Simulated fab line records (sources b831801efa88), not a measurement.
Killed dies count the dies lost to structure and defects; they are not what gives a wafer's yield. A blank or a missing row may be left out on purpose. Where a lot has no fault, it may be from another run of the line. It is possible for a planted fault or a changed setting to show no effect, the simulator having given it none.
Commonality check across tools ; flow gf180mcu ; 14 lots and 42 wafers in the sample

== REASON FOR OPENING ==
At GF_HV_LDD_OVL_MEAS_47 the reading HV_LDD_03_OVL is flagged on 2 of 14 lots. No-fault wafers: -1.3 nm, standard deviation 1.2.
Rule: a lot gets a flag if all its wafers with a number sit over 4 standard deviations from that mean, or if no wafer of it has a number. As for the other lots, they are considered sound.

lot;measured;on;HV_LDD_03_OVL (nm), wafer by wafer;flag
L876;day 12 19:49;overlay-01;-0.6 -1.6 -1.7;
L877;day 13 05:02;overlay-02;-2.2 -2.2 -2.8;
L878;day 13 13:03;overlay-01;1.2 -0.1 0.6;
L879;day 14 02:17;overlay-01;-1.1 -1.4 -0.5;
L880;day 14 05:25;overlay-01;-0.2 -1.8 -1.0;
L882;day 14 17:54;overlay-02;-0.2 -1.3 -2.3;
L883;day 15 05:04;overlay-01;-1.7 -1.3 0.6;
L884;day 15 08:49;overlay-01;-1.1 -2.3 -1.7;
L888;day 16 16:10;overlay-01;-0.8 0.1 -0.6;
L891;day 17 18:04;overlay-01;210.5 210.7 209.2;FLAGGED
L892;day 18 02:13;overlay-02;209.6 209.3 208.3;FLAGGED
L893;day 18 13:22;overlay-01;-2.2 -2.0 -0.9;
L894;day 19 00:10;overlay-02;-1.4 -2.5 -1.6;
L896;day 19 09:51;overlay-01;-1.5 -0.9 0.4;
Flagged lots average 209.6 nm: +210.9 nm relative to the usual, that is +99 or more standard deviations.

== WHICH TOOL RAN EACH LOT ==
The record holds 2 process steps before the reading, out of a route of 602 steps. Read each cell as the tool, then ch plus the chambers that the sampled wafers visited, then the start.
lot;flag;GF_HV_LDD_STRIP_10;GF_HV_LDD_EXPOSE_43
L876;;plasma-asher-01 ch 0,1, day 10 09:49;iline-stepper-01 ch 0, day 12 09:44
L877;;plasma-asher-04 ch 0,1, day 10 18:58;iline-stepper-01 ch 0, day 12 19:23
L878;;plasma-asher-03 ch 0,1, day 11 02:35;iline-stepper-02 ch 0, day 13 02:35
L879;;plasma-asher-03 ch 0,1, day 11 13:50;iline-stepper-01 ch 0, day 13 15:32
L880;;plasma-asher-03 ch 0,1, day 11 17:38;iline-stepper-02 ch 0, day 13 19:24
L882;;plasma-asher-01 ch 0,1, day 12 04:44;iline-stepper-01 ch 0, day 14 07:29
L883;;plasma-asher-01 ch 0,1, day 12 15:32;iline-stepper-02 ch 0, day 14 18:20
L884;;plasma-asher-03 ch 0,1, day 12 18:13;iline-stepper-02 ch 0, day 14 22:17
L888;;plasma-asher-04 ch 0,1, day 13 21:49;iline-stepper-01 ch 0, day 16 04:53
L891;FLAGGED;plasma-asher-01 ch 0,1, day 14 21:28;iline-stepper-01 ch 0, day 17 06:16
L892;FLAGGED;plasma-asher-04 ch 0,1, day 15 05:23;iline-stepper-01 ch 0, day 17 14:41
L893;;plasma-asher-03 ch 0,1, day 15 16:32;iline-stepper-02 ch 0, day 18 01:45
L894;;plasma-asher-01 ch 0,1, day 16 00:50;iline-stepper-02 ch 0, day 18 12:01
L896;;plasma-asher-03 ch 0,1, day 16 11:04;iline-stepper-02 ch 0, day 18 21:48
What these steps do:
- GF_HV_LDD_STRIP_10: strips in O2/N2.
- GF_HV_LDD_EXPOSE_43: exposes mask Pplus HV AREA, target cd 400 nm.
- GF_HV_LDD_OVL_MEAS_47

== FLAGGED OVER TOTAL, TOOL BY TOOL (the gauges that took the reading come last) ==
step;tool;lots run;flagged;share of the flagged lots;sound lots run after its first flagged lot
GF_HV_LDD_STRIP_10;plasma-asher-01;5;1;some;1 (L894)
GF_HV_LDD_STRIP_10;plasma-asher-03;6;0;none;-
GF_HV_LDD_STRIP_10;plasma-asher-04;3;1;some;0
GF_HV_LDD_EXPOSE_43;iline-stepper-01;7;2;all;0
GF_HV_LDD_EXPOSE_43;iline-stepper-02;7;0;none;-
GF_HV_LDD_OVL_MEAS_47;overlay-01;10;1;some;2 (L893,L896)
GF_HV_LDD_OVL_MEAS_47;overlay-02;4;1;some;1 (L894)

== WHAT THE TABLE ALLOWS ==
All flagged lots share 1 row of the table, namely iline-stepper-01 at GF_HV_LDD_EXPOSE_43.
- iline-stepper-01 at GF_HV_LDD_EXPOSE_43: 2 of its 7 lots flagged. A fault beginning between L888 (day 16 04:53), its last sound lot, and L891 (day 17 06:16), its first flagged one, fits the data.
iline-stepper-01 at GF_HV_LDD_EXPOSE_43 is the single tool remaining.

== WHAT THE SIMULATOR PUT IN ==
Scanner matching overlay: iline-stepper-01, from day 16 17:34 on, at GF_HV_LDD_EXPOSE_43. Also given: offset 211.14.
Lots struck among those shown: L891, L892. The rule above reached the same finding.
